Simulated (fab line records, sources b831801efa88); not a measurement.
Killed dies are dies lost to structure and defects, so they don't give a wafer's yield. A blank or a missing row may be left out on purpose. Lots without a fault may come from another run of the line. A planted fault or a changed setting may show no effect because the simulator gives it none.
Which tool did it? | flow gf180mcu | 7 lots, 21 wafers sampled, at 1 step of a route of 602

WHAT THE GAUGES READ, wafer by wafer
GF_STI_CD_MEAS_12: target cd 220 nm.
lot  | measured    | on        | cd_nm (nm)
L921 | day 2 06:35 | cd_sem-01 | 222.7 222.4 221.9
L924 | day 2 23:23 | cd_sem-02 | 221.4 222.6 221.1
L926 | day 3 08:37 | cd_sem-01 | 220.5 220.5 220.0
L928 | day 3 20:40 | cd_sem-01 | 220.9 220.8 219.5
L931 | day 4 10:28 | cd_sem-02 | 221.1 221.5 220.7
L940 | day 6 07:51 | cd_sem-02 | 221.0 221.0 221.7
L943 | day 7 02:32 | cd_sem-01 | 219.9 219.9 219.5

WHICH TOOL RAN EACH LOT (tool, then ch and the chambers of the sampled wafers, then the start)
The record holds no process step before these readings.

THE ANSWER, worked out from the rows above alone
Rule: what is usual is taken from the lots themselves. Put in order of their means at a reading, lots are off if they are a third of the lots or fewer, leave a main group of 4 or more, and stand apart from it by a gap of 3 or more times the standard deviation of the main group's means; of several such gaps the widest counts. A main group whose means are all the same, to the digits that the tables above print for the reading, isn't used. A lot without any number at a reading at which 4 lots or more have one is off too. The other lots that the step has rows for count as sound.
No lot is off at any reading shown: from this, nothing can be told.

WHAT THE SIMULATOR HAD PUT IN
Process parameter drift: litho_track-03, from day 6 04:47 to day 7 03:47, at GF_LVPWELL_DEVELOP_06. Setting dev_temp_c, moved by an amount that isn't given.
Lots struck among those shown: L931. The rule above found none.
